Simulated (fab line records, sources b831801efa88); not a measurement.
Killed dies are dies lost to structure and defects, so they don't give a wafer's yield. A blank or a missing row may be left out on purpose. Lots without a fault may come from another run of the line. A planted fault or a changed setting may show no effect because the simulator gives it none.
Chamber matching | flow gf180mcu | GF_V3_ETCH_16 on rie_diel-02: 4 sister chambers
The step etches BARC in N2/H2. 7 wafers are shown with their chamber, then 8 later ones without.

WAFERS WITH THEIR CHAMBER
wafer  | chamber | drypump_motor_current_A (A) | h2_flow_sccm (sccm)
L581.3 | 1       | 5.3                         | 200.4
L584.3 | 3       | 6.0                         | 200.3
L584.6 | 2       | 6.5                         | 198.6
L587.1 | 3       | 6.0                         | 200.5
L587.4 | 0       | 5.1                         | 199.4
L587.5 | 0       | 5.1                         | 199.4
L591.1 | 2       | 6.6                         | 199.1

WAFERS WITHOUT THEIR CHAMBER
wafer  | drypump_motor_current_A (A) | h2_flow_sccm (sccm)
L591.3 | 5.3                         | 200.4
L591.6 | 6.6                         | 199.1
L593.1 | 6.6                         | 200.0
L593.2 | 5.3                         | 200.4
L593.4 | 5.1                         | 201.2
L595.1 | 6.6                         | 201.2
L595.2 | 6.0                         | 200.5
L595.3 | 5.1                         | 200.6

WHICH CHAMBER EACH WENT THROUGH
wafer  | from the rows above     | in truth
L591.3 | 1                       | 1
L591.6 | 2                       | 2
L593.1 | 2                       | 2
L593.2 | 1                       | 1
L593.4 | 1                       | 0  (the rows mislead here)
L595.1 | 2                       | 2
L595.2 | 3                       | 3
L595.3 | can't be placed: 1 or 0 | 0
Placed correctly: 6 of 8. Can't be placed from these rows: 1 (the true chamber is among the candidates in 1). Placed wrongly: 1.
How it was worked out, from the rows above alone: a wafer's distance from a chamber is the root of the sum, over the readings, of the square of ((its reading less the chamber's mean) divided by the reading's scatter). The wafer belongs to the nearest chamber; if the next one is less than 2 further off, it can't be placed. A chamber's mean is the mean of its shown wafers. The scatter: the root of (the sum of the squares of (reading less its chamber's mean) over the shown wafers, divided by (wafers less chambers)).
